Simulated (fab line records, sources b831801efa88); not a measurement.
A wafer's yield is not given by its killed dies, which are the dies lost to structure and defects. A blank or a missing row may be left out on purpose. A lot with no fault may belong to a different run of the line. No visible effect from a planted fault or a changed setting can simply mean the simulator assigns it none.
A lot that was struck, set against a sound lot	flow sky130	42 out of 708 route steps
Sound: wafers L486.2, L486.3, L486.6. The struck wafers were L502.1, L502.4, L502.5. The cause is given at the end.
At each step with rows: each side's tool, then ch and its chambers, then its first start. Under that, the readings that differ: sound wafers	struck wafers	difference of the means	sigmas: that difference in standard deviations of wafers without a fault.
alike: a reading whose means differ by less than 2 such deviations, as well as words and numbers matching on both sides. not compared: withheld readings; readings where some wafer has no value; bounds like >300 that might hide an equal value; numbers whose values overlap and for which the record gives no deviation.
Wherever a step has rows on one side only, a row that says differs or no value, or a row with sigmas, the two part there. Non-overlapping numbers with no deviation appear without sigmas and do not part them. A reading missing from all wafers of one side parts the sides only when that side holds two or more wafers.

first, 5 steps without rows for these wafers: SKY_GATE_OXIDE_COAT_05 (resist thk 1140 nm); SKY_GATE_OXIDE_SOFTBAKE_06 (time 60 s); SKY_GATE_OXIDE_EXPOSE_07 (exposes mask LVOM, target cd 600 nm); SKY_GATE_OXIDE_PEB_08; SKY_GATE_OXIDE_DEVELOP_09 (develop time 60 s).
SKY_GATE_OXIDE_OVL_MEAS_10:
  sound on overlay-01 at day 14 03:17; struck on overlay-01 at day 20 16:38
  alike: GATE_OXIDE_OVL
then, 2 steps without rows for these wafers: SKY_GATE_OXIDE_IMPLANT_11; SKY_GATE_OXIDE_WET_ETCH_12 (etches SiO2 in dHF, target depth 16.8 nm, time 336 s).
SKY_GATE_OXIDE_STRIP_13: strips in O2/N2.
  sound on plasma-asher-02 ch 1, day 14 03:35; struck on plasma-asher-04 ch 1, day 20 16:55
  alike: drypump-motor-current-A, oes-product-au, strip-time-to-endpoint-s
  not compared: rf-hours-counter-h
SKY_GATE_OXIDE_TW_MEAS_14:
  sound on film-metro-04 at day 14 03:41; struck on film-metro-02 at day 20 17:01
  alike: GATE_OXIDE_TW
then, 2 steps without rows for these wafers: SKY_GATE_OXIDE_CLEAN_15 (cleans in SC1/SC2, time 150 s); SKY_GATE_OXIDE_OXIDATION_16 (stabilise 600 s, purge 300 s, target thk 3.57 nm).
SKY_POLY_GATE_CVD_00: deposits poly-Si, target thk 180 nm, time 720 s.
  sound on lpcvd-01 ch 1, day 14 06:13; struck on lpcvd-01 ch 1, day 20 19:34
reading	sound	struck	difference	sigmas
spike-tc-bottom-C (C)	636.1 636.9 637.8	635.0 633.9 632.4	-3.2	-3
spike-tc-centre-C (C)	620.2 619.3 621.8	616.4 616.3 616.1	-4.2	-3
spike-tc-lower-C (C)	619.4 619.8 621.2	614.6 615.7 615.6	-4.8	-5
spike-tc-upper-C (C)	621.9 621.4 619.9	614.7 616.6 615.8	-5.4	-6
susceptor-temp-C (C)	620.05 620.28 619.99	615.01 614.85 614.61	-5.28	-20
model.poly-Si_of_POLY_GATE_CVD_00.thk-nm (nm)	180.9 180.8 180	158 156.4 155.9	-24	
SKY_POLY_GATE_THK_MEAS_01:
  sound on film-metro-03 at day 14 07:25; struck on film-metro-04 at day 20 20:46
reading	sound	struck	difference	sigmas
POLY_GATE_CVD_00_THK (nm)	181.0 180.8 180.0	158.1 156.4 155.9	-23.8	-14
then, 8 steps without rows for these wafers: SKY_RES_PROTECT_DEHYDRATE_00 (time 60 s); SKY_RES_PROTECT_HMDS_01 (prime time 60 s); SKY_RES_PROTECT_COAT_02 (resist thk 1140 nm); SKY_RES_PROTECT_SOFTBAKE_03 (time 60 s); SKY_RES_PROTECT_EXPOSE_04 (exposes mask RPM, target cd 1270 nm); SKY_RES_PROTECT_PEB_05; SKY_RES_PROTECT_DEVELOP_06 (develop time 60 s); SKY_POLY_GATE_IMPLANT_02.
SKY_RES_PROTECT_STRIP_07: strips in O2/N2.
  sound on plasma-asher-01 ch 0,1, day 15 10:08; struck on plasma-asher-03 ch 0,1, day 22 03:44
  alike: drypump-motor-current-A, oes-product-au, strip-time-to-endpoint-s
  not compared: rf-hours-counter-h
SKY_RES_PROTECT_TW_MEAS_08:
  sound on film-metro-02 at day 15 10:15; struck on film-metro-02 at day 22 03:50
  alike: POLY_GATE_TW
SKY_RES_PROTECT_CLEAN_09: cleans in SC1/SC2, time 150 s.
  sound on wet-bench-03 ch 1, day 15 10:20; struck on wet-bench-03 ch 2, day 22 03:54
reading	sound	struck	difference	sigmas
model.poly-Si_of_POLY_GATE_CVD_00.thk-nm (nm)	180.2 180.1 179.4	157.4 155.8 155.3	-23.7	
then, 1 step without rows for these wafers: SKY_POLY_GATE_CVD_03 (deposits Si3N4 from DCS/NH3, target thk 75 nm, time 1290 s).
SKY_POLY_GATE_THK_MEAS_04:
  sound on film-metro-03 at day 15 13:31; struck on film-metro-04 at day 22 05:19
  alike: POLY_GATE_CVD_03_THK
then, 8 steps without rows for these wafers: SKY_POLY_GATE_DEHYDRATE_05 (time 60 s); SKY_POLY_GATE_HMDS_06 (prime time 60 s); SKY_POLY_GATE_COAT_07 (resist thk 110 nm); SKY_POLY_GATE_COAT_08 (resist thk 450 nm); SKY_POLY_GATE_SOFTBAKE_09 (time 90 s); SKY_POLY_GATE_EXPOSE_10 (exposes mask P1M, target cd 150 nm); SKY_POLY_GATE_PEB_11; SKY_POLY_GATE_DEVELOP_12 (develop time 60 s).
SKY_POLY_GATE_CD_MEAS_13 targets a cd of 150 nm.
  sound on cd-sem-01 at day 16 16:35; struck on cd-sem-02 at day 23 11:56
  alike: cd-nm
SKY_POLY_GATE_OVL_MEAS_14:
  sound on overlay-01 at day 16 16:42; struck on overlay-02 at day 23 12:03
reading	sound	struck	difference	sigmas
POLY_GATE_OVL (nm)	-1 -4 1	-12 -14 -13	-12	-2
SKY_POLY_GATE_ETCH_15: etches BARC in N2/H2, stops on SiO2, time 118.5 s, target depth 110 nm.
  sound on rie-diel-04 ch 0,2,3, day 16 16:44; struck on rie-diel-02 ch 0,1, day 23 12:05
  alike: drypump-motor-current-A, oes-product-au, throttle-valve-pct
  not compared: rf-hours-counter-h
SKY_POLY_GATE_ETCH_16: etches Si3N4 in CH3F/O2, stops on poly-Si, time 147.5 s, target depth 75 nm.
  sound on rie-diel-04 ch 0,2,3, day 16 16:49; struck on rie-diel-02 ch 0,1, day 23 12:10
  alike: drypump-motor-current-A, oes-product-au, throttle-valve-pct
  not compared: rf-hours-counter-h
SKY_POLY_GATE_ETCH_17: etches poly-Si in HBr/Cl2, stops on SiO2, target depth 180 nm, time 70.5 s.
  sound on rie-si-02 ch 0,1, day 16 16:55; struck on rie-si-01 ch 1,2,3, day 23 12:16
reading	sound	struck	difference	sigmas
oes-product-au (a.u.)	0.982 0.983 0.983	0.899 0.898 0.902	-0.083	-13
model.POLY_GATE.feature-depth-nm (nm)	179.3 177.5 176.1	157.4 155.8 155.3	-21.5	
model.etch.depth-nm (nm)	179.3 177.5 176.1	157.4 155.8 155.3	-21.5	
  alike: drypump-motor-current-A, throttle-valve-pct
  not compared: rf-hours-counter-h
SKY_POLY_GATE_STRIP_18: strips in O2/N2.
  sound on plasma-asher-01 ch 0,1, day 16 16:58; struck on plasma-asher-04 ch 0,1, day 23 12:19
  alike: drypump-motor-current-A, oes-product-au, strip-time-to-endpoint-s
  not compared: rf-hours-counter-h
-- here the record skips 27 days between the struck wafers' starts before and after, leaving off in module POLY_GATE and picking up in module PAD_OPEN (first step shown: number 708 of the route) --
SKY_PAD_OPEN_PROBE_99:
  sound on prober-02 at day 46 01:12; struck on prober-02 at day 50 07:35
reading	sound	struck	difference	sigmas
killed-open	55 55 54	31 46 46	-14	-2
model.etest.res-high-po.line-ohm-um	757.1 744.6 733.1	836.4 849.9 851.3	+100.9	
model.etest.res-poly.line-ohm-um	519.3 515 510.6	577.4 590.8 590.2	+71.2	
model.etest.res-high-po.rs-ohm-sq	263.4 259.8 260	292.2 298.4 295.6	+34.3	
model.etest.res-poly.rs-ohm-sq	48.67 48.33 48.39	54.14 54.9 54.92	+6.19	
model.etest.cap-li-to-poly.c-af-um2	99.13 99.83 101.9	90.46 93.85 91.36	-8.40	
  alike: killed_at_M0_to_M3, killed_at_M4_up, killed-at-contacts, killed-at-front-end, killed-at-other, killed-dies, killed-short

## WHERE THEY PART
Last at SKY_PAD_OPEN_PROBE_99 as far as this record goes, first at SKY_POLY_GATE_CVD_00.

WHY: what the simulator had put in
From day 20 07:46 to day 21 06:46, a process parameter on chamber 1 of lpcvd-01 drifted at SKY_POLY_GATE_CVD_00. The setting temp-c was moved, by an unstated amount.
